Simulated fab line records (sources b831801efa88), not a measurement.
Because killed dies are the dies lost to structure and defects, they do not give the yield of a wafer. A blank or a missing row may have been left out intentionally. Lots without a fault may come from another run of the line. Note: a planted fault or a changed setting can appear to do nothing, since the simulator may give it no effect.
Comparing a struck lot with a sound one ; flow sky130 ; 15 out of 708 route steps
Sound: the wafers L981.1, L981.3, L981.6. The struck wafers were L990.1, L990.4, L990.5. Last of all comes the cause.
For every step that has rows: the tool of each side, followed by ch and its chambers, followed by its first start. Under that, the readings that differ: sound wafers ; struck wafers ; difference of the means ; sigmas: that difference in standard deviations of wafers without a fault.
alike: readings whose means differ by less than 2 such deviations, and words and numbers that are the same on both sides. not compared: withheld readings, readings that some wafer has no value for, bounds like >300 that may hide the same value, and numbers for which the record gives no deviation and whose values overlap.
A row with sigmas, a row that says differs or no value, or rows on one side alone: a step with any of these is where the two part. Numbers that have no deviation but don't overlap get no sigmas and don't part them. Lack of a reading on every wafer of one side parts them only where that side has two or more wafers.

first, 2 steps without rows for these wafers: SKY_NWELL_PEB_08; SKY_NWELL_DEVELOP_09 (develop time 60 s).
SKY_NWELL_OVL_MEAS_10:
  sound on overlay-01, day 5 06:50; struck on overlay-02, day 7 13:10
  alike: NWELL_00_OVL
then, 3 steps without rows for these wafers: SKY_NWELL_IMPLANT_11; SKY_NWELL_IMPLANT_12; SKY_NWELL_IMPLANT_13.
SKY_NWELL_STRIP_14: strips in O2/N2.
  sound on plasmaAsher-01 ch 0,1, day 5 07:19; struck on plasmaAsher-02 ch 0,1, day 7 13:39
reading;sound;struck;difference;sigmas
stripTimeToEndpointS (s);37.00 37.00 36.95;36.74 36.80 36.79;-0.21;-2
  alike: drypumpMotorCurrentA, oesProductAu
  not compared: rfHoursCounterH
SKY_NWELL_TW_MEAS_15:
  sound on filmMetro-02, day 5 07:25; struck on filmMetro-04, day 7 13:45
  alike: NWELL_TW
then, 4 steps without rows for these wafers: SKY_NWELL_DEHYDRATE_16 (time 60 s); SKY_NWELL_HMDS_17 (prime time 60 s); SKY_NWELL_COAT_18 (resist thk 3000 nm); SKY_NWELL_SOFTBAKE_19.
SKY_NWELL_EXPOSE_20: exposes mask NWM COMPLEMENT, target cd 840 nm.
  sound on ilineStepper-02 ch 0, day 5 15:52; struck on ilineStepper-02 ch 0, day 8 00:04
reading;sound;struck;difference;sigmas
mask;NWM_COMPLEMENT#0 NWM_COMPLEMENT#0 NWM_COMPLEMENT#0;NWM_COMPLEMENT_R1#0 NWM_COMPLEMENT_R1#0 NWM_COMPLEMENT_R1#0;differs;
  alike: reticleTempC
next, for these wafers, 1 step has no rows: SKY_NWELL_PEB_21.
-- the record jumps here: 41 days lie between the struck wafers' starts before and after (it left off in module NWELL and takes up again in module PAD_OPEN, whose first step shown is number 708 of the route) --
SKY_PAD_OPEN_PROBE_99:
  sound on prober-02, day 46 14:26; struck on prober-01, day 48 21:08
reading;sound;struck;difference;sigmas
model.etest.pfet_16v.rOnOhmUm;1.509e+04 1.499e+04 1.509e+04;1.65e+04 1.64e+04 1.658e+04;+1.44e+03;
model.etest.nfet_16v.rOnOhmUm;1.415e+04 1.411e+04 1.416e+04;1.385e+04 1.384e+04 1.383e+04;-3.000e+02;
model.etest.resIsoPwell.widthNm (nm);2649 2661 2653;2539 2537 2538;-116;
model.etest.resNwell.widthNm (nm);835.2 830.6 832.2;887.4 883.3 890;+54.2;
model.etest.pfet_16v.driveUaUm;242.2 242.9 243.7;219.8 221.3 218.6;-23.0;
  alike: killed_at_M0_to_M3, killed_at_M4_up, killedAtContacts, killedAtFrontEnd, killedAtOther, killedDies, killedOnRim, killedOpen, killedShort

WHERE THEY PART
Last at SKY_NWELL_EXPOSE_20 as far as this record goes, first at SKY_NWELL_STRIP_14. Later steps at which nothing parts them and some readings are alike: SKY_PAD_OPEN_PROBE_99.

WHY: what had been put in by the simulator
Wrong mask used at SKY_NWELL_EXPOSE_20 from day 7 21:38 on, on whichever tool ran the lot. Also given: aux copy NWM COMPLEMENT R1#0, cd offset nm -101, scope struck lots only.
